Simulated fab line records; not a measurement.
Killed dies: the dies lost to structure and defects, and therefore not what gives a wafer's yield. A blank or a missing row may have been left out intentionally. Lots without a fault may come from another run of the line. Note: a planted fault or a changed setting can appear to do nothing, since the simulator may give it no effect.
Chamber matching ; flow gf180mcu ; hdpcvd-01 running GF_V2_CVD_00: 3 sister chambers
The step deposits SiO2, target thk 600 nm, time 100 s. 3 wafers are shown with their chamber, then 8 later ones without.

WAFERS, EACH WITH ITS CHAMBER
wafer;chamber;sih4 flow sccm (sccm)
L086.6;2;59.79
L089.3;0;60.29
L090.3;1;60.05

WAFERS WITH NO CHAMBER GIVEN
wafer;sih4 flow sccm (sccm)
L090.4;59.86
L090.6;60.11
L093.3;59.81
L093.4;60.22
L093.6;60.36
L094.2;59.99
L094.5;59.88
L094.6;60.07

CHAMBER TAKEN BY EACH
wafer;from the rows above;in truth
L090.4;can't be placed: 2 or 1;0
L090.6;can't be placed: 1 or 0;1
L093.3;2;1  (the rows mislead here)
L093.4;can't be placed: 0 or 1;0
L093.6;0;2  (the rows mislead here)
L094.2;1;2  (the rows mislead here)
L094.5;can't be placed: 2 or 1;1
L094.6;1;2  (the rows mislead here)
Correct placement for 0 of the 8. Can't be placed from these rows: 4 (the true chamber is among the candidates in 3). Placed wrongly: 4.
How it was worked out, from the rows above alone: a wafer's distance from a chamber is the root of the sum, over the readings, of the square of ((its reading less the chamber's mean) divided by the reading's scatter). The wafer belongs to the nearest chamber; if the next one is less than 2 further off, it can't be placed. The mean given for a chamber averages the wafers shown for that chamber. The scatter (one wafer shown for each chamber): square how far every hidden wafer sits from the nearest shown wafer, average those squares and take the square root.
